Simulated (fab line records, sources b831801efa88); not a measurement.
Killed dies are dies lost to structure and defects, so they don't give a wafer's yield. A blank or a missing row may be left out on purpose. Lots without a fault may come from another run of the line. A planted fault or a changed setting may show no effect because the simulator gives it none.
Problem report in the 8D (eight disciplines) form, filled by code | flow sky130 | the parts of the form that need people (team, actions taken, sign-off) are left out

1. THE PROBLEM
SONOS_ONO_CVD_02_THK at SKY_SONOS_ONO_THK_MEAS_03 reads a mean of 8.77 nm on 3 wafers of 1 lot; wafers without a fault read 10.47 nm with a standard deviation of 0.14. That is -12 standard deviations from the usual mean.
First seen on wafer L215.1, day 16 00:52, on film_metro-04. The record holds 33 wafers of 11 lots with a number at this step. Rule for "out", or "out of limits": more than 4 standard deviations from the usual mean. The other wafers with a number count as sound.

2. WHAT IT IS AND WHAT IT IS NOT
question                    | is                     | is not
which readings at this step | SONOS_ONO_CVD_02_THK   | -
which lots                  | L215                   | L201, L202, L203, L204, L205, L206, L207, L208, L217, L219
which wafers of those lots  | all that have a number | -
read on which gauges        | film_metro-04          | film_metro-01, film_metro-03
when                        | from day 16 00:52      | up to then (24 sound wafers); but 6 sound wafers of L217, L219 came after

3. SUSPECTS, AND WHAT RULES EACH OUT
Counting: a tool at a process step up to the reading stays a suspect if it ran every lot that is out and no sound lot after the first of them.
- the gauge at SKY_SONOS_ONO_THK_MEAS_03: ruled out. All the wafers that are out were read on film_metro-04, but those of them that SKY_SONOS_ONO_CVD_02 has rows for are out there too, on other tools.
- lpcvd-02 at SKY_SONOS_ONO_CVD_02 (deposits Si3N4 from DCS/NH3, target thk 10.5 nm, time 180 s): ruled out as a lasting fault. Sound lots L217, L219 ran on it after its first lot that is out, L215 (day 15 23:49).
Left after counting: nothing in the record.

4. THE CAUSE (what the simulator had put in)
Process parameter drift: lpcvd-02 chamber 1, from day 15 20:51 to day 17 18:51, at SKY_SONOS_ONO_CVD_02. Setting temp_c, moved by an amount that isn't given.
Counting ruled it out, wrongly: the rule takes a fault to strike every lot that its tool runs from its start on, and this one did not.

5. THE CHAIN OF EFFECTS, in route order
Each row: a reading whose mean over the struck wafers that have a number lies more than 3 standard deviations from the usual. Only readings for which the record gives a usual standard deviation are gone through. hours: the time from each lot's start at the first step in this table that gives one to its start at this step, as a median over the lots. sigmas: the change in usual standard deviations.
hours | step                      | reading              | usual    | on struck wafers | change | sigmas
0     | SKY_SONOS_ONO_CVD_02      | spike_tc_bottom_C    | 788.7 C  | 782.3            | -6.4   | -4.2
0     | SKY_SONOS_ONO_CVD_02      | spike_tc_centre_C    | 771.5 C  | 763.5            | -8.0   | -8.0
0     | SKY_SONOS_ONO_CVD_02      | spike_tc_lower_C     | 770.8 C  | 762.8            | -8.0   | -7.2
0     | SKY_SONOS_ONO_CVD_02      | spike_tc_top_C       | 784.1 C  | 778.1            | -6.0   | -3.5
0     | SKY_SONOS_ONO_CVD_02      | spike_tc_upper_C     | 769.2 C  | 762.3            | -6.9   | -6.3
1     | SKY_SONOS_ONO_THK_MEAS_03 | SONOS_ONO_CVD_02_THK | 10.47 nm | 8.77             | -1.70  | -12
The process steps in it:
- SKY_SONOS_ONO_CVD_02: deposits Si3N4 from DCS/NH3, target thk 10.5 nm, time 180 s.

6. WHAT WOULD HAVE CAUGHT IT SOONER
In this record the first reading out of limits at a measuring or inspecting step was taken at day 16 00:52, 4 hours after the fault began at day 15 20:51.
The tool's own readings at SKY_SONOS_ONO_CVD_02 were out on every struck wafer that the step has a row for (spike_tc_centre_C, spike_tc_lower_C, spike_tc_upper_C): an alarm limit on them would have fired on the first of those.
